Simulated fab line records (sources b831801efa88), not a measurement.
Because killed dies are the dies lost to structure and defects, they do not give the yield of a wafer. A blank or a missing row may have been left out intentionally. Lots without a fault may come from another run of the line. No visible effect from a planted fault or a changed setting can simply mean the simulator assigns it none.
Matching of chambers | flow gf180mcu | cmp-01 running GF_V5_CMP_04: 4 sister chambers
The step polishes SiO2. 4 wafers are shown with their chamber, then 9 later ones without.

== EACH WAFER AND ITS CHAMBER ==
wafer  | chamber | motor current A (A)
L083.4 | 2       | 11.4
L085.4 | 0       | 12.3
L088.3 | 1       | 11.8
L088.5 | 3       | 11.5

== WAFERS WHOSE CHAMBER IS MISSING ==
wafer  | motor current A (A)
L090.1 | 11.2
L090.3 | 11.2
L090.6 | 12.0
L092.3 | 11.2
L092.4 | 11.5
L092.6 | 11.1
L094.4 | 12.0
L094.5 | 11.0
L094.6 | 11.2

== WHICH CHAMBER EACH WENT THROUGH ==
wafer  | from the rows above               | in truth
L090.1 | can't be placed: 2 or 3 or 1      | 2
L090.3 | can't be placed: 2 or 3 or 1      | 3
L090.6 | can't be placed: 1 or 0 or 3 or 2 | 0
L092.3 | can't be placed: 2 or 3 or 1      | 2
L092.4 | can't be placed: 3 or 2 or 1      | 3
L092.6 | can't be placed: 2 or 3 or 1      | 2
L094.4 | can't be placed: 1 or 0 or 3 or 2 | 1
L094.5 | can't be placed: 2 or 3 or 1      | 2
L094.6 | can't be placed: 2 or 3 or 1      | 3
0 of 9 placed correctly. These rows do not allow placing 9 (true chamber among the candidates in 9). Number placed wrongly: 0.
How it was worked out, from the rows above alone: a wafer's distance from a chamber is the root of the sum, over the readings, of the square of ((its reading less the chamber's mean) divided by the reading's scatter). The wafer belongs to the nearest chamber; if the next one is less than 2 further off, it can't be placed. Each chamber's mean is taken over the wafers shown for it. The scatter (one wafer shown for each chamber): square how far every hidden wafer sits from the nearest shown wafer, average those squares and take the square root.
